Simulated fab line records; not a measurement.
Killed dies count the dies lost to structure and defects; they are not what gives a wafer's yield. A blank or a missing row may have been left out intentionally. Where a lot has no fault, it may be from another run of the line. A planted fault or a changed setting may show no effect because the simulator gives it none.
Chamber matching    flow gf180mcu    cmp-01 running GF_V5_CMP_26: 4 sister chambers
The step polishes, stops on SiO2, t overpolish 15 s, target thk 0 nm. 4 wafers are shown with their chamber, then 9 later ones without.

== EACH WAFER AND ITS CHAMBER ==
wafer   chamber  time-to-endpoint-s (s)
L460.3  0        84
L461.3  1        77
L461.5  2        91
L461.6  3        81

== WAFERS MISSING THEIR CHAMBER ==
wafer   time-to-endpoint-s (s)
L462.3  84
L462.5  77
L462.6  85
L464.2  86
L464.4  88
L464.6  75
L465.2  93
L465.3  83
L465.6  88

== EACH ONE'S CHAMBER ==
wafer    from the rows above            in truth
L462.3   can't be placed: 0 or 3        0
L462.5   1                              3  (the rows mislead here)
L462.6   can't be placed: 0 or 3        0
L464.2   can't be placed: 0 or 2 or 3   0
L464.4   can't be placed: 2 or 0        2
L464.6   1                              1
L465.2   2                              2
L465.3   can't be placed: 0 or 3        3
L465.6   can't be placed: 2 or 0        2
2 of 9 placed correctly. From these rows, 6 cannot be placed; in 6 the true chamber is one of the candidates. Number placed wrongly: 1.
How it was worked out, from the rows above alone: a wafer's distance from a chamber is the root of the sum, over the readings, of the square of ((its reading less the chamber's mean) divided by the reading's scatter). If the next closest chamber is less than 2 further off than the closest, the wafer can't be placed; otherwise it belongs to the closest. A chamber's mean is the mean of its shown wafers. The scatter: with one shown wafer a chamber, the root of the mean of the squares of how far each hidden wafer lies from its nearest shown one.
